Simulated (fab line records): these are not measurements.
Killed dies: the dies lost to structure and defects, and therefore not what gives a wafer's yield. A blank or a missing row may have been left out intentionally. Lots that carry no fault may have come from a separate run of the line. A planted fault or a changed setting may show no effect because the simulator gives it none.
The tool behind it: which one? -- flow sfqLine -- 44 wafers from 15 lots sampled at 4 of the route's 325 steps

## WHAT THE GAUGES READ, wafer by wafer
SFQ_I0_BOW_MEAS_907. Usual: I0_BOW gives 1 um (standard deviation 7.4).
lot,measured,on,I0_BOW (um),flag
L730,day 7 12:55,filmMetro-03,-1 5 4,
L731,day 7 21:55,filmMetro-03,-1 -3 -7,
L732,day 8 13:11,filmMetro-03,-7 -2 9,
L733,day 8 21:55,filmMetro-04,-7 0 -6,
L734,day 9 00:56,filmMetro-04,-2 5 9,
L736,day 9 16:10,filmMetro-03,3 8 3,
L737,day 9 19:10,filmMetro-04,0 -10 -2,
L738,day 10 00:55,filmMetro-03,2 14 0,
L739,day 10 04:10,filmMetro-03,2 7 7,
L740,day 10 10:09,filmMetro-04,3 -13 -6,
L741,day 10 19:10,filmMetro-03,13 4 3,
L742,day 11 02:10,filmMetro-04,4 -3 11 - - -,
L743,day 11 08:09,filmMetro-04,5 -9 -10 - - -,
L744,day 11 14:03,filmMetro-03,13 7 13,
L746,day 11 20:09,filmMetro-04,-1 1 - -,

## TOOL THAT RAN EACH LOT (tool first, then ch and the chambers of the sampled wafers, then the start)
lot,SFQ_TRILAYER_L0_BARC_OPEN_METAL_ETCH_010,SFQ_TRILAYER_L0_VIA_STRIP_STRIP_017,SFQ_TRILAYER_I0_CMP_CMP_028
L730,"rieMetal-02 ch 0, day 3 00:17","rieMetal-02 ch 1, day 4 19:11","cmp-01 ch 0,1,2, day 7 10:55"
L731,"rieMetal-04 ch 0,1, day 3 06:17","rieMetal-02 ch 0,1, day 4 23:59","cmp-01 ch 1,3, day 7 19:25"
L732,"rieMetal-02 ch 0,1, day 3 12:18","rieMetal-04 ch 0,1, day 5 08:35","cmp-02 ch 0,2, day 8 10:09"
L733,"rieMetal-02 ch 0,1, day 3 17:05","rieMetal-03 ch 0,1, day 5 14:23","cmp-01 ch 1,2,3, day 8 18:55"
L734,"rieMetal-01 ch 0,1, day 3 21:53","rieMetal-02 ch 0,1, day 5 19:11","cmp-01 ch 1,2,3, day 8 21:55"
L736,"rieMetal-04 ch 0,1, day 4 13:03","rieMetal-02 ch 0,1, day 6 07:56","cmp-02 ch 0,2,3, day 9 13:09"
L737,"rieMetal-01 ch 0,1, day 4 16:39","rieMetal-03 ch 0, day 6 11:32","cmp-02 ch 1,2, day 9 16:09"
L738,"rieMetal-02 ch 1, day 4 21:27","rieMetal-04 ch 0,1, day 6 16:20","cmp-01 ch 2,3, day 9 22:25"
L739,"rieMetal-04 ch 0,1, day 5 02:15","rieMetal-03 ch 0,1, day 6 19:56","cmp-02 ch 0,1, day 10 01:39"
L740,"rieMetal-04 ch 0,1, day 5 10:39","rieMetal-02 ch 0,1, day 7 04:20","cmp-02 ch 0,1,3, day 10 07:09"
L741,"rieMetal-02 ch 0,1, day 5 15:27","rieMetal-03 ch 0,1, day 7 10:08","cmp-02 ch 0,1,3, day 10 16:09"
L742,"rieMetal-01 ch 0,1, day 5 20:15","rieMetal-03 ch 0,1, day 7 13:44","cmp-02 ch 0,1, day 10 23:39"
L743,"rieMetal-01 ch 0,1, day 6 00:36","rieMetal-04 ch 0,1, day 7 18:32","cmp-02 ch 1,3, day 11 05:39"
L744,"rieMetal-02 ch 0,1, day 6 05:24","rieMetal-02 ch 0,1, day 7 23:20","cmp-01 ch 0,3, day 11 11:03"
L746,"rieMetal-04 ch 0, day 6 12:36","rieMetal-02 ch 0, day 8 06:32","cmp-02 ch 0,3, day 11 17:39"
- SFQ_TRILAYER_L0_BARC_OPEN_METAL_ETCH_010: etches BARC in O2, target depth 125 nm, time 41.7 s.
- SFQ_TRILAYER_L0_VIA_STRIP_STRIP_017: strips in O2.
- SFQ_TRILAYER_I0_CMP_CMP_028: polishes SiO2.

## AS READ BY THE TOOLS THEMSELVES (means over the sampled wafers that have a number; for cases with no such wafer, the mark the record gives instead)
SFQ_TRILAYER_L0_BARC_OPEN_METAL_ETCH_010. Usual: drypumpMotorCurrentA 5.9 A, standard deviation 0.42; oesProductAu 0.684 a.u., standard deviation 0.0042.
lot,tool,drypumpMotorCurrentA (A),oesProductAu (a.u.),flag
L730,rieMetal-02,6.3,0.684,
L731,rieMetal-04,6.0,0.687,
L732,rieMetal-02,6.0,0.681,
L733,rieMetal-02,6.0,0.683,
L734,rieMetal-01,5.2,0.686,
L736,rieMetal-04,6.0,0.682,
L737,rieMetal-01,5.2,0.684,
L738,rieMetal-02,5.8,0.686,
L739,rieMetal-04,5.9,0.681,
L740,rieMetal-04,5.9,0.685,
L741,rieMetal-02,6.0,0.678,
L742,rieMetal-01,5.2,0.682,
L743,rieMetal-01,5.2,0.684,
L744,rieMetal-02,6.0,0.686,
L746,rieMetal-04,6.1,0.686,

SFQ_TRILAYER_L0_VIA_STRIP_STRIP_017. Usual: drypumpMotorCurrentA 6.0 A, standard deviation 0.41; oesProductAu 1.002 a.u., standard deviation 0.013.
lot,tool,drypumpMotorCurrentA (A),oesProductAu (a.u.),flag
L730,rieMetal-02,5.8,0.999,
L731,rieMetal-02,6.2,0.994,
L732,rieMetal-04,5.8,1.022,
L733,rieMetal-03,6.0,1.010,
L734,rieMetal-02,6.2,0.989,
L736,rieMetal-02,6.2,0.991,
L737,rieMetal-03,5.0,1.001,
L738,rieMetal-04,5.9,1.017,
L739,rieMetal-03,6.0,0.998,
L740,rieMetal-02,6.2,0.996,
L741,rieMetal-03,6.0,0.998,
L742,rieMetal-03,6.0,0.998,
L743,rieMetal-04,6.0,1.012,
L744,rieMetal-02,6.1,1.003,
L746,rieMetal-02,6.3,0.993,

SFQ_TRILAYER_I0_CMP_CMP_028. Usual: motorCurrentA 10.0 A, standard deviation 0.75; timeToEndpointS 208 s, standard deviation 8.8.
lot,tool,motorCurrentA (A),timeToEndpointS (s),flag
L730,cmp-01,10.5,209,
L731,cmp-01,9.7,211,
L732,cmp-02,9.9,205,
L733,cmp-01,9.8,216,
L734,cmp-01,10.1,213,
L736,cmp-02,10.1,209,
L737,cmp-02,9.5,211,
L738,cmp-01,10.3,223,
L739,cmp-02,9.8,206,
L740,cmp-02,10.3,212,
L741,cmp-02,10.4,198,
L742,cmp-02,10.0,218,
L743,cmp-02,10.1,205,
L744,cmp-01,10.4,212,
L746,cmp-02,10.6,198,

## THE ANSWER, worked out from the rows above alone
Rule: lot off if the mean of its wafers having a number is beyond 3 standard deviations from the usual mean. A lot without any number at a reading at which 4 lots or more have one is off too. Any other lot the step has rows for is counted as sound. The gauges are gone through in route order, then the tools' own readings, and for those a lot's mean is taken as printed above. At the first step where some lot is off, the reading lying furthest off is the one used; lots without a number count as furthest.
None of the lots is off at any reading shown; this tells nothing.

## WHAT THE SIMULATOR HAD INSERTED
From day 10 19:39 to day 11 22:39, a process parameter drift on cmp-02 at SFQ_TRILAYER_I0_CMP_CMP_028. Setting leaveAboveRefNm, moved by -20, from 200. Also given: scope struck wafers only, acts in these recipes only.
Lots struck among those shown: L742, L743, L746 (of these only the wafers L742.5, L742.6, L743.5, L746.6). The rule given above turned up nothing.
